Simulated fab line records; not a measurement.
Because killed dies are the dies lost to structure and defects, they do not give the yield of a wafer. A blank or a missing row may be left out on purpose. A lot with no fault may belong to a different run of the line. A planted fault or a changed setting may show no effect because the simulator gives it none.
Code-filled problem report in 8D (eight disciplines) form || flow sky130 || the parts of the form that need people (team, actions taken, sign-off) are left out

## 1. THE ISSUE
Mean of heater power total W at SKY_METAL1_SOFTBAKE_11: 60.89 W across 6 wafers in 2 lots; on wafers with no fault it is 57.36 W (standard deviation 0.11). That puts it +32 standard deviations away from the usual mean.
The step: time 90 s.
Seen first at day 35 10:00 on litho track-01, wafer L599.3. The record holds 18 wafers of 6 lots with a number at this step. By rule, "out" or "out of limits" means more than 4 standard deviations away from the usual mean. The rest of the wafers with a number are treated as sound.

## 2. WHAT IT IS, AND WHAT IT ISN'T
{"question": "which readings at this step", "is": "heater power total W, plate temp C", "is not": "-"}
{"question": "which lots", "is": "L599, L602", "is not": "L596, L610, L611, L612"}
{"question": "which wafers of those lots", "is": "all that have a number", "is not": "-"}
{"question": "read on which tools", "is": "litho track-01", "is not": "litho track-03, litho track-04"}
{"question": "when", "is": "from day 35 10:00", "is not": "up to then (3 sound wafers); but 9 sound wafers of L610, L611, L612 came after"}

## 3. SUSPECTS, AND WHAT RULES EACH OUT
Counting: a tool at any process step up to the reading remains a suspect when it ran all the lots that are out and ran no sound lot after the first of those.
- pvd sputter-04 at SKY_METAL1_SPUTTER_00 (material Ti, target thk 15 nm, time 10 s): ruled out as a lasting fault. Following L599 (day 34 20:56), the first lot on it that is out, the sound lots L610, L611 were run on it.
- pvd sputter-04 at SKY_METAL1_SPUTTER_01 (material TiN, target thk 20 nm, time 16.7 s): ruled out as a lasting fault. Following L599 (day 34 20:57), the first lot on it that is out, the sound lots L610, L611 were run on it.
- pvd sputter-04 at SKY_METAL1_SPUTTER_02 (material AlCu, target thk 250 nm, time 13.3 s): ruled out as a lasting fault. Following L599 (day 34 20:58), the first lot on it that is out, the sound lots L610, L611 were run on it.
- litho track-01 at SKY_METAL1_SOFTBAKE_11 (time 90 s): ruled out as a lasting fault. Following L599 (day 35 10:00), the first lot on it that is out, the sound lots L610, L612 were run on it.
Left after counting: nothing in the record.

## 4. THE CAUSE (what the simulator had put in)
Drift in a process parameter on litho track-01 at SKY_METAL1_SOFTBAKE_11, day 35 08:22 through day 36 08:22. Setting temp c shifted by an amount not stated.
Counting ruled it out, wrongly.

## 5. THE EFFECT CHAIN, in route order
Each row: a reading where the mean over the struck wafers with a number is more than 3 standard deviations away from the usual. Only readings for which the record gives a usual standard deviation are gone through. hours: the time from each lot's start at the first step in this table that gives one to its start at this step, as a median over the lots. sigmas: the change in usual standard deviations.
{"hours": 0, "step": "SKY_METAL1_SOFTBAKE_11", "reading": "heater power total W", "usual": "57.36 W", "on struck wafers": 60.89, "change": "+3.53", "sigmas": "+32"}
{"hours": 0, "step": "SKY_METAL1_SOFTBAKE_11", "reading": "plate temp C", "usual": "99.99 C", "on struck wafers": 104.47, "change": "+4.48", "sigmas": "+30"}
Its process steps:
- SKY_METAL1_SOFTBAKE_11: time 90 s.
Later measuring or inspecting steps at which every struck wafer that the step has a row for has a number for every such reading, and none has moved that far: SKY_METAL1_CD_MEAS_15, SKY_METAL1_OVL_MEAS_16.

## 6. WHAT WOULD HAVE CAUGHT IT SOONER
In this record the first reading out of limits was taken at day 35 10:00, 2 hours after the fault began at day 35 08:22.
